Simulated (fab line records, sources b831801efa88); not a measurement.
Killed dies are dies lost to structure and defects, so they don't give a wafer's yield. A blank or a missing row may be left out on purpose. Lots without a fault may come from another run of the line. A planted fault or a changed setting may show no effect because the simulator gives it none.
Which tool did it? | flow sky130 | 7 lots, 21 wafers sampled, at 3 steps of a route of 708

WHAT THE GAUGES READ, wafer by wafer
SKY_METAL4_CD_MEAS_13: target cd 300 nm.
lot  | measured     | on        | cd_nm (nm)
L211 | day 42 09:50 | cd_sem-02 | 300.3 299.1 301.3
L213 | day 42 15:43 | cd_sem-01 | 299.1 298.6 299.7
L215 | day 43 06:10 | cd_sem-01 | 299.5 298.6 298.7
L217 | day 44 01:35 | cd_sem-02 | 300.6 300.5 298.8
L226 | day 46 06:44 | cd_sem-02 | 300.3 299.7 299.5
L228 | day 46 10:08 | cd_sem-02 | 301.3 301.3 301.6
L232 | day 47 12:49 | cd_sem-01 | 299.5 298.7 299.2

WHICH TOOL RAN EACH LOT (tool, then ch and the chambers of the sampled wafers, then the start)
lot  | SKY_VIA3_CVD_21               | SKY_METAL4_SPUTTER_02
L211 | cvd_w-01 ch 0,1, day 40 08:07 | pvd_sputter-03, day 40 08:46
L213 | cvd_w-01 ch 0,1, day 40 14:25 | pvd_sputter-04, day 40 15:04
L215 | cvd_w-01 ch 0,1, day 41 06:01 | pvd_sputter-03, day 41 06:37
L217 | cvd_w-02 ch 0,1, day 42 01:26 | pvd_sputter-04, day 42 02:19
L226 | cvd_w-01 ch 0,1, day 44 10:16 | pvd_sputter-01, day 44 11:01
L228 | cvd_w-01 ch 0,1, day 44 13:30 | pvd_sputter-04, day 44 14:09
L232 | cvd_w-01 ch 0,1, day 45 17:49 | pvd_sputter-04, day 45 18:26
- SKY_VIA3_CVD_21: deposits W, target thk 390 nm, time 117.31 s.
- SKY_METAL4_SPUTTER_02: material AlCu, target thk 735 nm, time 39.1 s.

THE ANSWER, worked out from the rows above alone
Rule: what is usual is taken from the lots themselves. Put in order of their means at a reading, lots are off if they are a third of the lots or fewer, leave a main group of 4 or more, and stand apart from it by a gap of 3 or more times the standard deviation of the main group's means; of several such gaps the widest counts. A main group whose means are all the same, to the digits that the tables above print for the reading, isn't used. A lot without any number at a reading at which 4 lots or more have one is off too. The other lots that the step has rows for count as sound.
No lot is off at any reading shown: from this, nothing can be told.

WHAT THE SIMULATOR HAD PUT IN
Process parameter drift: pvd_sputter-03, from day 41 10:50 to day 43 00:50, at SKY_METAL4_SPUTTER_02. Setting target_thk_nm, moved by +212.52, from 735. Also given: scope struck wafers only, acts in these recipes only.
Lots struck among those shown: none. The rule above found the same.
